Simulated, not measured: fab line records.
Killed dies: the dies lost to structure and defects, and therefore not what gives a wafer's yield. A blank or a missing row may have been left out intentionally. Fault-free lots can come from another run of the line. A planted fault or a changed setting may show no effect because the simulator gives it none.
Which tool is to blame?	flow sky130	39 wafers from 13 lots sampled at 5 of the route's 708 steps

WHAT EACH GAUGE READ, for each wafer
SKY_VT_ADJUST_LVTN_OVL_MEAS_18.
lot	measured	on	VT_ADJUST_LVTN_01_OVL (nm)
L686	day 8 04:43	overlay-01	1.2 2.5 2.7
L687	day 8 09:31	overlay-01	-0.1 0.3 -0.4
L688	day 8 20:46	overlay-02	-3.4 -2.1 -2.9
L692	day 9 21:10	overlay-01	-0.9 0.3 -0.4
L691	day 9 22:35	overlay-02	-0.1 -0.1 -1.4
L693	day 10 05:46	overlay-01	-2.4 -0.1 -1.8
L699	day 12 06:10	overlay-02	-0.1 0.0 -0.3
L700	day 12 08:55	overlay-01	0.3 -1.8 0.1
L702	day 12 19:22	overlay-02	-0.5 -0.7 0.1
L703	day 13 00:28	overlay-01	-2.0 -2.6 -2.1
L705	day 13 16:04	overlay-01	0.1 0.0 0.2
L706	day 14 04:10	overlay-01	-0.8 -0.4 -0.2
L707	day 14 07:19	overlay-02	-2.4 -2.1 -3.2

SKY_VT_ADJUST_PCH_TW_MEAS_10.
lot	measured	on	VT_ADJUST_PCH_TW
L686	day 10 21:52	film metro-02	142.8 142.9 142.8
L687	day 11 04:43	film metro-01	142.6 142.3 142.1
L688	day 11 17:58	film metro-02	143.3 143.2 143.0
L692	day 12 21:16	film metro-01	149.4 150.8 149.2
L691	day 12 21:47	film metro-01	142.4 141.6 141.5
L693	day 13 07:01	film metro-03	147.3 147.8 147.0
L699	day 15 13:12	film metro-03	140.3 140.5 139.4
L700	day 15 15:52	film metro-01	142.3 142.9 142.5
L702	day 16 04:13	film metro-02	144.7 145.1 143.8
L703	day 16 09:07	film metro-02	144.1 144.1 144.2
L705	day 17 02:28	film metro-03	139.5 141.0 139.8
L706	day 17 15:12	film metro-03	139.5 140.2 139.9
L707	day 17 19:21	film metro-03	139.2 139.6 140.4

SKY_SONOS_TUNNEL_OVL_MEAS_08.
lot	measured	on	SONOS_TUNNEL_OVL (nm)
L686	day 11 21:44	overlay-01	0.3 -1.0 0.3
L687	day 12 04:38	overlay-01	0.2 1.5 1.6
L688	day 12 18:36	overlay-02	-2.9 -1.3 -0.6
L692	day 13 22:24	overlay-02	3.1 3.0 2.1
L691	day 13 23:40	overlay-02	0.0 0.3 -1.4
L693	day 14 08:44	overlay-02	1.1 1.1 0.7
L699	day 16 17:32	overlay-02	-0.4 -0.5 0.3
L700	day 16 20:42	overlay-02	-0.8 -0.3 -1.5
L702	day 17 08:23	overlay-02	-0.9 -0.7 -0.9
L703	day 17 13:32	overlay-01	1.4 0.6 2.2
L705	day 18 07:14	overlay-01	3.4 2.1 3.8
L706	day 18 20:53	overlay-02	2.3 1.1 0.0
L707	day 19 01:44	overlay-01	0.6 0.3 1.5

SKY_SONOS_ONO_THK_MEAS_01.
lot	measured	on	SONOS_ONO_OXIDATION_THK (nm)
L686	day 12 00:38	film metro-03	2.69 2.67 2.60
L687	day 12 07:33	film metro-03	2.59 2.61 2.58
L688	day 12 21:25	film metro-03	2.63 2.63 2.62
L692	day 14 00:17	film metro-04	2.60 2.62 2.55
L691	day 14 01:38	film metro-04	2.49 2.56 2.51
L693	day 14 10:59	film metro-04	2.53 2.57 2.46
L699	day 16 20:25	film metro-04	2.61 2.64 2.61
L700	day 17 00:18	film metro-03	2.59 2.65 2.59
L702	day 17 10:16	film metro-02	2.67 2.71 2.71
L703	day 17 16:23	film metro-03	2.61 2.68 2.68
L705	day 18 09:12	film metro-04	2.51 2.56 2.57
L706	day 19 00:33	film metro-04	2.75 2.77 2.72
L707	day 19 03:58	film metro-02	2.48 2.49 2.54

EACH LOT AND THE TOOL THAT RAN IT (in order: tool; ch and the chambers of the sampled wafers; start)
lot	SKY_VT_ADJUST_PCH_IMPLANT_08
L686	implanter-01 ch 0, day 10 21:37
L687	implanter-03 ch 0, day 11 04:29
L688	implanter-02 ch 0, day 11 17:45
L692	implanter-01 ch 0, day 12 21:03
L691	implanter-02 ch 0, day 12 21:34
L693	implanter-01 ch 0, day 13 06:46
L699	implanter-02 ch 0, day 15 12:57
L700	implanter-02 ch 0, day 15 15:39
L702	implanter-01 ch 0, day 16 03:59
L703	implanter-01 ch 0, day 16 08:53
L705	implanter-01 ch 0, day 17 02:14
L706	implanter-03 ch 0, day 17 14:57
L707	implanter-03 ch 0, day 17 19:06
- SKY_VT_ADJUST_PCH_IMPLANT_08

AS READ BY THE TOOLS THEMSELVES (means over the sampled wafers that have a number; for cases with no such wafer, the mark the record gives instead)
SKY_VT_ADJUST_PCH_IMPLANT_08.
lot	tool	beam on s (s)	end station pressure torr (Torr)	faraday current uA
L686	implanter-01	10.07	5.00e-06	2.80
L687	implanter-03	9.93	4.77e-06	2.83
L688	implanter-02	9.82	4.90e-06	2.87
L692	implanter-01	12.14	9.23e-05	2.36
L691	implanter-02	9.84	5.14e-06	2.87
L693	implanter-01	12.06	9.39e-05	2.36
L699	implanter-02	9.91	5.14e-06	2.85
L700	implanter-02	10.02	5.09e-06	2.81
L702	implanter-01	9.98	5.01e-06	2.82
L703	implanter-01	10.07	5.07e-06	2.79
L705	implanter-01	10.03	4.90e-06	2.81
L706	implanter-03	10.00	5.30e-06	2.82
L707	implanter-03	10.14	5.10e-06	2.78

THE ANSWER, worked out from the rows above alone
Rule: what is usual is taken from the lots themselves. The widest of any qualifying gaps counts: lots, ordered by their means at a reading, are off when they make up no more than a third of the lots, leave a main group of 4 or more, and stand apart from it by 3 or more times the standard deviation of that group's means. If all means in a main group match to the digits the tables above print for the reading, that group is not used. A lot without any number at a reading at which 4 lots or more have one is off too. Any other lot the step has rows for is counted as sound. First the gauges in route order, then the tools' own readings, where a lot's mean is used as printed above. At the first step where some lot is off, the reading lying furthest off is the one used; lots without a number count as furthest.
Off at SKY_VT_ADJUST_PCH_IMPLANT_08 (end station pressure torr): L692, L693. Mean 5.04e-06 Torr and standard deviation 1.4e-07 in the main group.
A tool fits if, at that step or a process step before it, it ran every lot that is off, and no sound lot after the first of them. Of those tried, none fits.

WHAT HAD BEEN PUT IN BY THE SIMULATOR
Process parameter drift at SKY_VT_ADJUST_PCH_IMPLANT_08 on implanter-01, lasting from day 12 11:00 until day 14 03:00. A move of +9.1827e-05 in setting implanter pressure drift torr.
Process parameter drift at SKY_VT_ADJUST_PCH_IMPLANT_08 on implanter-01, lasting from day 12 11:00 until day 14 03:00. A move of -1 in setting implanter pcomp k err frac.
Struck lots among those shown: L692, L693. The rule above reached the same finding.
